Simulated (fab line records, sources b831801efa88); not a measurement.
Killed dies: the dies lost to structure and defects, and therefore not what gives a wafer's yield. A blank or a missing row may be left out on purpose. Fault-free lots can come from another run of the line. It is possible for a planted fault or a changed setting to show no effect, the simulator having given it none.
Chamber matching -- flow sky130 -- SKY_FIELD_ISO_ETCH_17 on rie-si-01: 4 sister chambers
The step etches Si in HBr/Cl2/O2, target depth 342 nm, time 97.7 s. 14 wafers are shown with their chamber, then 7 later ones without.

EACH WAFER AND ITS CHAMBER
wafer,chamber,drypump-motor-current-A (A),oes-product-au (a.u.),HBr_flow_sccm (sccm)
L767.2,0,6.1,1.002,149.6
L767.3,1,4.9,1.005,150.9
L767.4,2,5.8,0.998,149.9
L769.2,2,5.8,1.009,149.6
L769.3,0,6.2,1.016,149.6
L769.5,3,5.8,0.998,149.7
L773.3,1,4.9,1.010,150.1
L773.4,2,5.8,0.991,148.9
L773.5,0,6.2,1.012,149.9
L780.1,1,4.9,1.011,150.1
L780.2,3,5.8,1.007,150.5
L780.4,2,5.8,0.997,150.1
L783.3,3,5.8,0.995,150.7
L783.4,2,5.8,0.996,150.4

SIGNATURES (averages over the wafers above)
reading,chamber 0,chamber 1,chamber 2,chamber 3,scatter within a chamber
drypump-motor-current-A,6.167,4.900,5.800,5.800,0.0258
oes-product-au,1.01000,1.00867,0.99820,1.00000,0.00614
HBr_flow_sccm,149.700,150.367,149.780,150.300,0.485
Rule: a wafer's distance from a chamber is the root of the sum, over the readings, of the square of ((its reading less the chamber's mean) divided by the reading's scatter). If the next closest chamber is less than 2 further off than the closest, the wafer can't be placed; otherwise it belongs to the closest. The scatter is the square root of a quotient: the sum, over the shown wafers, of each reading's squared deviation from its chamber's mean, divided by wafers minus chambers.

WAFERS WITHOUT THEIR CHAMBER
wafer,drypump-motor-current-A (A),oes-product-au (a.u.),HBr_flow_sccm (sccm)
L783.5,5.7,0.992,149.6
L785.1,6.2,1.019,150.5
L785.2,5.8,1.003,150.1
L785.5,5.8,1.014,150.1
L786.2,5.8,0.996,150.1
L786.5,5.9,1.012,149.8
L786.6,6.2,1.029,150.0

WHICH CHAMBER EACH ONE RAN IN
wafer,from the rows above,in truth
L783.5,can't be placed: 2 or 3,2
L785.1,0,0
L785.2,can't be placed: 3 or 2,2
L785.5,can't be placed: 3 or 2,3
L786.2,can't be placed: 2 or 3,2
L786.5,can't be placed: 3 or 2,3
L786.6,0,0
Placed correctly: 2 of 7. Not placeable from these rows: 5 (in 5, the candidates include the true chamber). 0 placed wrongly.
